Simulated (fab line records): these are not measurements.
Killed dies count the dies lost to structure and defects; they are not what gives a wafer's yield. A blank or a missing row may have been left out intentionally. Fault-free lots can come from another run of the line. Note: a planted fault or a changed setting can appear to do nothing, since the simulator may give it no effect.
Which tool did it? | flow gf180mcu | 14 lots, 42 wafers sampled, at 4 steps of a route of 602

## WHAT THE GAUGES SHOWED, per wafer
GF_NWELL_TW_MEAS_11.
lot  | measured    | on            | NWELL_TW
L480 | day 3 07:48 | film_metro-03 | 1528 1537 1528
L483 | day 4 00:11 | film_metro-01 | 1566 1565 1566
L484 | day 4 06:36 | film_metro-01 | 1565 1556 1569
L485 | day 4 10:56 | film_metro-01 | 1566 1568 1564
L486 | day 4 15:35 | film_metro-01 | 1574 1562 1572
L487 | day 4 21:43 | film_metro-04 | 1577 1568 1572
L488 | day 5 05:49 | film_metro-03 | 1542 1539 1543
L490 | day 5 13:34 | film_metro-03 | 1542 1540 1542
L491 | day 5 20:30 | film_metro-03 | 1534 1534 1534
L496 | day 6 22:29 | film_metro-01 | 1568 1563 1563
L499 | day 7 16:38 | film_metro-01 | 1568 1561 1565
L500 | day 7 20:15 | film_metro-03 | 1539 1537 1549
L501 | day 8 02:34 | film_metro-03 | 1535 1535 1528
L503 | day 8 13:23 | film_metro-04 | 1564 1568 1567

## WHICH TOOL RAN EACH LOT (tool, then ch and the chambers of the sampled wafers, then the start)
lot  | GF_STI_DEHYDRATE_05              | GF_STI_ETCH_14                  | GF_STI_STRIP_15
L480 | litho_track-04 ch 0, day 1 18:53 | rie_si-01 ch 1,2, day 2 01:55   | plasma_asher-02 ch 0, day 2 01:59
L483 | litho_track-02 ch 0, day 2 10:08 | rie_si-02 ch 0,1,2, day 2 16:58 | plasma_asher-03 ch 0,1, day 2 17:02
L484 | litho_track-01 ch 0, day 2 15:18 | rie_si-02 ch 0,2, day 2 22:22   | plasma_asher-02 ch 0, day 2 22:26
L485 | litho_track-01 ch 0, day 2 20:14 | rie_si-02 ch 1,2, day 3 03:16   | plasma_asher-02 ch 0,1, day 3 03:22
L486 | litho_track-01 ch 0, day 3 01:23 | rie_si-01 ch 2,3, day 3 08:35   | plasma_asher-03 ch 0,1, day 3 08:41
L487 | litho_track-01 ch 0, day 3 06:32 | rie_si-01 ch 1,2, day 3 13:17   | plasma_asher-02 ch 0,1, day 3 13:23
L488 | litho_track-02 ch 0, day 3 11:43 | rie_si-02 ch 0,1,3, day 3 18:47 | plasma_asher-02 ch 0,1, day 3 18:53
L490 | litho_track-04 ch 0, day 3 21:34 | rie_si-01 ch 0,2,3, day 4 04:37 | plasma_asher-03 ch 0,1, day 4 04:41
L491 | litho_track-01 ch 0, day 4 02:44 | rie_si-01 ch 0,1,2, day 4 10:49 | plasma_asher-03 ch 0,1, day 4 10:53
L496 | litho_track-02 ch 0, day 5 04:13 | rie_si-02 ch 1,2,3, day 5 12:02 | plasma_asher-01 ch 0,1, day 5 12:06
L499 | litho_track-04 ch 0, day 5 21:17 | rie_si-02 ch 0,2,3, day 6 05:05 | plasma_asher-01 ch 0,1, day 6 05:09
L500 | litho_track-02 ch 0, day 6 00:32 | rie_si-01 ch 0,1,2, day 6 08:10 | plasma_asher-02 ch 0,1, day 6 08:16
L501 | litho_track-04 ch 0, day 6 05:19 | rie_si-02 ch 1,2, day 6 13:44   | plasma_asher-01 ch 1, day 6 13:48
L503 | litho_track-02 ch 0, day 6 15:49 | rie_si-02 ch 1,3, day 6 23:31   | plasma_asher-02 ch 0,1, day 6 23:35
- GF_STI_DEHYDRATE_05: time 60 s.
- GF_STI_ETCH_14: etches Si in HBr/Cl2/O2, target depth 360 nm, time 102.9 s.
- GF_STI_STRIP_15: strips in O2/N2.

## WHAT THE TOOLS THEMSELVES READ (means of the sampled wafers that have a number; where no wafer has one, the mark that the record gives instead)
GF_STI_DEHYDRATE_05.
lot  | tool           | run_length_s (s)
L480 | litho_track-04 | 88.90
L483 | litho_track-02 | 89.42
L484 | litho_track-01 | 89.35
L485 | litho_track-01 | 89.50
L486 | litho_track-01 | 89.45
L487 | litho_track-01 | 89.37
L488 | litho_track-02 | 89.35
L490 | litho_track-04 | 88.84
L491 | litho_track-01 | 89.48
L496 | litho_track-02 | 89.29
L499 | litho_track-04 | 88.95
L500 | litho_track-02 | 91.74
L501 | litho_track-04 | 88.82
L503 | litho_track-02 | 91.59

GF_STI_ETCH_14.
lot  | tool      | drypump_motor_current_A (A) | mfc_cl2_sccm (sccm) | oes_product_au (a.u.) | throttle_valve_pct (%)
L480 | rie_si-01 | 5.4                         | 40.12               | 1.004                 | 25.651
L483 | rie_si-02 | 5.9                         | 39.86               | 1.008                 | 25.657
L484 | rie_si-02 | 5.8                         | 40.08               | 1.005                 | 25.654
L485 | rie_si-02 | 5.4                         | 40.05               | 1.001                 | 25.670
L486 | rie_si-01 | 5.8                         | 39.96               | 0.999                 | 25.667
L487 | rie_si-01 | 5.4                         | 40.03               | 1.002                 | 25.651
L488 | rie_si-02 | 6.0                         | 40.20               | 1.007                 | 25.650
L490 | rie_si-01 | 5.8                         | 39.82               | 1.004                 | 25.653
L491 | rie_si-01 | 5.7                         | 39.89               | 1.002                 | 25.649
L496 | rie_si-02 | 5.5                         | 39.98               | 0.998                 | 25.664
L499 | rie_si-02 | 5.9                         | 39.94               | 0.999                 | 25.652
L500 | rie_si-01 | 5.7                         | 39.90               | 0.997                 | 25.657
L501 | rie_si-02 | 5.6                         | 39.89               | 1.004                 | 25.656
L503 | rie_si-02 | 5.7                         | 39.92               | 1.005                 | 25.656

GF_STI_STRIP_15.
lot  | tool            | drypump_motor_current_A (A) | heater_power_w (W) | oes_product_au (a.u.) | strip_time_to_endpoint_s (s)
L480 | plasma_asher-02 | 5.1                         | 376                | 0.382                 | 3.63
L483 | plasma_asher-03 | 5.5                         | 340                | 0.380                 | 3.71
L484 | plasma_asher-02 | 5.0                         | 379                | 0.378                 | 3.71
L485 | plasma_asher-02 | 5.4                         | 378                | 0.384                 | 3.70
L486 | plasma_asher-03 | 5.7                         | 343                | 0.383                 | 3.74
L487 | plasma_asher-02 | 5.4                         | 379                | 0.380                 | 3.71
L488 | plasma_asher-02 | 5.5                         | 374                | 0.385                 | 3.69
L490 | plasma_asher-03 | 5.5                         | 336                | 0.384                 | 3.71
L491 | plasma_asher-03 | 5.7                         | 336                | 0.384                 | 3.71
L496 | plasma_asher-01 | 6.1                         | 333                | 0.384                 | 3.72
L499 | plasma_asher-01 | 6.3                         | 298                | 0.384                 | 3.70
L500 | plasma_asher-02 | 5.5                         | 368                | 0.384                 | 3.76
L501 | plasma_asher-01 | 5.8                         | 369                | 0.379                 | 3.73
L503 | plasma_asher-02 | 5.5                         | 358                | 0.384                 | 3.74

## THE ANSWER, worked out from the rows above alone
Rule: the usual values come from the lots themselves. The widest of any qualifying gaps counts: lots, ordered by their means at a reading, are off when they make up no more than a third of the lots, leave a main group of 4 or more, and stand apart from it by 3 or more times the standard deviation of that group's means. If all means in a main group match to the digits the tables above print for the reading, that group is not used. Also off: a lot with no number at a reading for which 4 or more lots have one. Any other lot the step has rows for is counted as sound. Order of review: gauges by route order, followed by the tools' own readings, for which a lot's mean as printed above is used. At the first step where some lot is off, the reading lying furthest off is the one used; lots without a number count as furthest.
Off at GF_STI_DEHYDRATE_05 (run_length_s): L500, L503. The main group has a mean of 89.23 s with a standard deviation of 0.25.
If a tool, at that step or one of the process steps before it, ran each lot that is off and ran no sound lot following the first of them, it fits. One fits: litho_track-02 at GF_STI_DEHYDRATE_05. A fault onset in the window from L496 (day 5 04:13, its last sound lot) to L500 (day 6 00:32, its first lot off) fits.
The tool's own readings at GF_STI_DEHYDRATE_05 bear it out: on the lots that are off they differ by more than 5 times the standard deviation of the sound lots' means. run_length_s reads 91.66 s there against 89.23 s on the sound lots.

## WHAT WAS PUT IN BY THE SIMULATOR
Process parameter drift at GF_STI_DEHYDRATE_05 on litho_track-02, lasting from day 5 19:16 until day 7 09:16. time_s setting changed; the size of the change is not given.
Struck lots among those shown: L500, L503. The rule given above showed the same thing.
